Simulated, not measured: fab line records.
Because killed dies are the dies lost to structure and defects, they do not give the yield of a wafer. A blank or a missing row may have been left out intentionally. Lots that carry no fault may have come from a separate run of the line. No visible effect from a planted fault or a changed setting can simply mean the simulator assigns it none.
fab line records -- flow sky130
[record] lots = 6, wafers = 18, lastDay = 50
route steps=708 shown POLY_GATE@236 LDD_N@237
lots untouched by any fault: they come from a run of this same line in which no faults occurred
startH: start of the lot's first displayed wafer, in hours after the record's first day -- waitH: hours since the lot's step before -- " identical to the entry in the row above -- L1.1+2: a row that stands for several wafers -- - no value, or no start given -- * or withheld: withheld -- < > ~ a bound
route shown NAME@n: names a module that has steps shown in the file, with the first one's number in the route -- usual: average and standard deviation across the fault-free wafers -- same: alike in all rows -- chamber/n: place in a boat -- sites: the reading at each site -- _std_site: the values' standard deviation -- _edge_site: the outer-site mean with the inner-site mean subtracted -- radiusMm: how far each site lies from the wafer's centre -- mask NAME#n: copy n -- behind: the tool/chamber that last shaped the wafer -- hold: reason for holding the lot/hours on hold/outcome of the hold -- device: the transistor (n, p or np) that didn't switch -- end of line: the same wafers' tests at the end of the route -- a step given without rows: its recipe and nothing more -- killed: not the wafer's yield, but the dies lost to structure and defects at the first sort -- map: the dies of a wafer, with x for killed, . for not killed, _ for no die there
set.NAME: the setting as run; set.NAME@STEP: as run at that earlier step -- model.NAME: the simulator's own value behind a step, which no gauge read
certain route steps with their lots: each step a table, each wafer a row
services: a tool's chamber out of use, with start hour (startH, from the record's first day; less than 0 if before it), hours out, and reason
[[steps]]
[step SKY_POLY_GATE_CD_MEAS_22]
[usual] cdNm = 149.5/2.2
lot.wafer,tool,chamber,startH,waitH,cdNm
L483.1,cdSem-01,-,381.48,0.1,153.2
L483.3,cdSem-01,-,381.48,0.1,156.0
L483.4,cdSem-01,-,381.48,0.1,156.3
L490.3,cdSem-02,-,450.26,0.1,148.0
L490.4,cdSem-02,-,450.26,0.1,148.5
L490.6,cdSem-02,-,450.26,0.1,145.4
L492.3,cdSem-01,-,457.26,0.1,150.2
L492.4,cdSem-01,-,457.26,0.1,151.1
L492.6,cdSem-01,-,457.26,0.1,152.0
L493.2,cdSem-01,-,473.36,0.1,150.9
L493.4,cdSem-01,-,473.36,0.1,150.0
L493.6,cdSem-01,-,473.36,0.1,150.4
L495.2,cdSem-02,-,489.84,0.1,151.3
L495.3,cdSem-02,-,489.84,0.1,149.9
L495.5,cdSem-02,-,489.84,0.1,153.3
L505.1,cdSem-01,-,571.85,0.1,149.9
L505.2,cdSem-01,-,571.85,0.1,149.8
L505.4,cdSem-01,-,571.85,0.1,149.4
[step SKY_LDD_N_DEHYDRATE_00]
[recipe] tempC = 200, timeS = 60
[step SKY_LDD_N_HMDS_01]
[recipe] primeTimeS = 60, primeTempC = 120
[step SKY_LDD_N_COAT_02]
[recipe] resist = NOVOLAK, spinRpm = 3000, resistThkNm = 300
[step SKY_LDD_N_SOFTBAKE_03]
[recipe] tempC = 90, timeS = 60, resist = NOVOLAK
[step SKY_LDD_N_EXPOSE_04]
[recipe] maskId = NTM, targetCdNm = 840, na = 0.6, sourceShape = conventional, sigmaOuter = 0.6, doseMj = 110
[step SKY_LDD_N_PEB_05]
[recipe] tempC = withheld, timeS = *, resist = NOVOLAK
[step SKY_LDD_N_DEVELOP_06]
[recipe] developTimeS = 60, devTempC = 23
[step SKY_LDD_N_OVL_MEAS_07]
[usual] LDD_N_OVL = -1.4/1.4
lot.wafer,tool,chamber,startH,waitH,LDD_N_OVL[nm]
L483.1,overlay-02,-,409.66,0.1,-1.6
L483.3,overlay-02,-,409.66,0.1,-1.7
L483.4,overlay-02,-,409.66,0.1,-2.4
L490.3,overlay-01,-,481.12,0.1,-3.1
L490.4,overlay-01,-,481.12,0.1,-3.1
L490.6,overlay-01,-,481.12,0.1,-2.0
L492.3,overlay-02,-,486.60,0.1,-0.5
L492.4,overlay-02,-,486.60,0.1,0.9
L492.6,overlay-02,-,486.60,0.1,0.9
L493.2,overlay-02,-,503.21,0.1,-0.3
L493.4,overlay-02,-,503.21,0.1,-0.4
L493.6,overlay-02,-,503.21,0.1,-0.7
L495.2,overlay-01,-,519.56,0.1,0.8
L495.3,overlay-01,-,519.56,0.1,1.1
L495.5,overlay-01,-,519.56,0.1,2.9
L505.1,overlay-02,-,600.69,0.1,-2.6
L505.2,overlay-02,-,600.69,0.1,-0.7
L505.4,overlay-02,-,600.69,0.1,-4.2
[step SKY_LDD_N_IMPLANT_08]
[recipe] species = As, energyKev = 20, doseCm2 = 7.5e+13, tiltDeg = withheld, rotationDeg = 23
[step SKY_LDD_N_IMPLANT_09]
[recipe] species = As, energyKev = 20, doseCm2 = 7.5e+13, tiltDeg = withheld, rotationDeg = 113
[step SKY_LDD_N_IMPLANT_10]
[recipe] species = As, energyKev = 20, doseCm2 = 7.5e+13, tiltDeg = withheld, rotationDeg = 203
[step SKY_LDD_N_IMPLANT_11]
[recipe] species = As, energyKev = 20, doseCm2 = 7.5e+13, tiltDeg = withheld, rotationDeg = 293
[usual] beamEnergyKeV = 19.999/0.0064, beamOnS = 10.00/0.18
lot.wafer,tool,chamber,startH,waitH,beamEnergyKeV,beamOnS
L483.1,implanter-04,0,410.14,0.1,20.002,10.07
L483.3,implanter-04,0,410.14,0.1,20.009,10.10
L483.4,implanter-04,0,410.14,0.1,20.004,9.97
L490.3,implanter-04,0,481.64,0.1,19.998,9.84
L490.4,implanter-04,0,481.64,0.1,19.997,10.11
L490.6,implanter-04,0,481.64,0.1,19.994,10.17
L492.3,implanter-01,-,487.12,0.1,-,-
L492.4,implanter-01,-,487.12,0.1,-,-
L492.6,implanter-01,-,487.12,0.1,-,-
L493.2,implanter-04,-,503.72,0.1,-,-
L493.4,implanter-04,-,503.72,0.1,-,-
L493.6,implanter-04,-,503.72,0.1,-,-
L495.2,implanter-01,0,520.07,0.1,20.001,9.86
L495.3,implanter-01,0,520.07,0.1,20.007,9.84
L495.5,implanter-01,0,520.07,0.1,20.012,10.22
L505.1,implanter-04,0,601.17,0.1,19.999,10.05
L505.2,implanter-04,0,601.17,0.1,20.005,9.88
L505.4,implanter-04,0,601.17,0.1,19.996,10.02
[step SKY_LDD_N_IMPLANT_12]
[recipe] species = BF2, energyKev = 50, doseCm2 = 5e+12, tiltDeg = 30, rotationDeg = 0
[step SKY_LDD_N_IMPLANT_13]
[recipe] species = BF2, energyKev = 50, doseCm2 = 5e+12, tiltDeg = 30, rotationDeg = 90
[step SKY_LDD_N_IMPLANT_14]
[recipe] species = BF2, energyKev = 50, doseCm2 = 5e+12, tiltDeg = 30, rotationDeg = 180
[step SKY_LDD_N_IMPLANT_15]
[recipe] species = BF2, energyKev = 50, doseCm2 = 5e+12, tiltDeg = 30, rotationDeg = 270
[step SKY_LDD_N_STRIP_16]
[recipe] chemistry = O2/N2, powerW = 1400, pressureMtorr = 1500, platenTempC = withheld, o2FlowSccm = 3000, n2FlowSccm = 300, overashFraction = 0.5
[usual] drypumpMotorCurrentA = 5.9/0.44, n2FlowSccm = 300.0/0.87, oesProductAu = 0.407/0.0048, stripTimeToEndpointS = 4.317/0.014
lot.wafer,tool,chamber,startH,waitH,drypumpMotorCurrentA,n2FlowSccm,oesProductAu,rfHoursCounterH,stripTimeToEndpointS
L483.1,plasmaAsher-03,1,410.89,0.1,5.7,299.9,0.401,26,4.318
L483.3,plasmaAsher-03,0,410.89,0.1,6.0,300.6,0.409,-,4.304
L483.4,plasmaAsher-03,1,410.89,0.1,5.7,298.0,0.402,-,4.304
L490.3,plasmaAsher-01,1,482.38,0.1,6.3,300.2,0.405,-,4.315
L490.4,plasmaAsher-01,0,482.38,0.1,6.2,299.3,0.409,-,4.327
L490.6,plasmaAsher-01,0,482.38,0.1,6.2,298.4,0.408,-,4.323
L492.3,plasmaAsher-01,0,487.86,0.1,6.2,299.3,0.407,-,4.163
L492.4,plasmaAsher-01,1,487.86,0.1,6.3,299.9,0.412,-,4.146
L492.6,plasmaAsher-01,0,487.86,0.1,6.2,300.3,0.415,-,4.156
L493.2,plasmaAsher-03,1,504.44,0.1,5.7,300.0,0.414,35,4.140
L493.4,plasmaAsher-03,1,504.44,0.1,5.7,298.8,0.415,-,4.131
L493.6,plasmaAsher-03,0,504.44,0.1,6.0,300.0,0.410,-,4.128
L495.2,plasmaAsher-01,0,520.79,0.1,6.2,299.5,0.417,73,4.313
L495.3,plasmaAsher-01,1,520.79,0.1,6.3,299.6,0.400,-,4.304
L495.5,plasmaAsher-01,1,520.79,0.1,6.4,298.9,0.405,-,4.298
L505.1,plasmaAsher-01,1,601.92,0.1,6.4,300.7,0.408,82,4.309
L505.2,plasmaAsher-01,0,601.92,0.1,6.2,299.4,0.409,82,4.295
L505.4,plasmaAsher-01,1,601.92,0.1,6.3,300.8,0.402,-,4.315
[step SKY_LDD_N_TW_MEAS_17]
[usual] LDD_N_TW = 2582/22
lot.wafer,tool,chamber,startH,waitH,LDD_N_TW
L483.1,filmMetro-02,-,410.99,0.1,2571
L483.3,filmMetro-02,-,410.99,0.1,2586
L483.4,filmMetro-02,-,410.99,0.1,2582
L490.3,filmMetro-01,-,482.46,0.1,2631
L490.4,filmMetro-01,-,482.46,0.1,2641
L490.6,filmMetro-01,-,482.46,0.1,2640
L492.3,filmMetro-02,-,487.94,0.1,2422
L492.4,filmMetro-02,-,487.94,0.1,2426
L492.6,filmMetro-02,-,487.94,0.1,2428
L493.2,filmMetro-03,-,504.55,0.1,2423
L493.4,filmMetro-03,-,504.55,0.1,2412
L493.6,filmMetro-03,-,504.55,0.1,2424
L495.2,filmMetro-01,-,520.90,0.1,2591
L495.3,filmMetro-01,-,520.90,0.1,2594
L495.5,filmMetro-01,-,520.90,0.1,2605
L505.1,filmMetro-01,-,602.02,0.1,2597
L505.2,filmMetro-01,-,602.02,0.1,2587
L505.4,filmMetro-01,-,602.02,0.1,2599
[[services]]
tool,chamber,startH,hours,kind
implanter-04,-,431.02,1.0,repair
implanter-04,-,440.14,0.8,repair
implanter-04,-,467.78,8.6,repair
implanter-04,-,552.97,1.3,repair
plasmaAsher-03,-,594.60,5.3,repair
[[key]]
[firstSign] step = SKY_LDD_N_IMPLANT_11, reading = toolRecord, direction = missing
[effect] step = SKY_LDD_N_STRIP_16, reading = stripTimeToEndpointS, direction = down, sigmas = 12, usual = *, struck = *
[effect] step = SKY_LDD_N_TW_MEAS_17, reading = LDD_N_TW, direction = down, sigmas = 7.4, usual = 2582, struck = 2423
metAt SKY_LDD_N_IMPLANT_11
struckWafers L492.3,L492.4,L492.6,L493.2,L493.4,L493.6
laterRowsLeftOut L492.3,L492.4,L492.6,L493.2,L493.4,L493.6
sortLeftOut L492.3,L492.4,L492.6,L493.2,L493.4,L493.6
testerLeftOut L492,L493
onsetBetween 481.64 487.12
[fault] kind = skippedStepWhole, tool = implanter-01,implanter-04, chamber = -, onsetH = 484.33, steps = SKY_LDD_N_IMPLANT_11, scope = struckLotsOnly
// testerLeftOut: of these lots the tester's yield and bins aren't shown, on N5 and GAA mostly nor the transistor test; their killed dies are dies lost to structure and defects alone, not to doping, threshold or leakage, so they don't give the yield
// sortLeftOut: the simulated sort isn't trusted on such a fault, so these wafers' sort isn't shown, and their yield isn't known
// laterRowsLeftOut: the simulator's readings of these wafers behind a module that went badly wrong aren't trusted and aren't shown, but for the sort
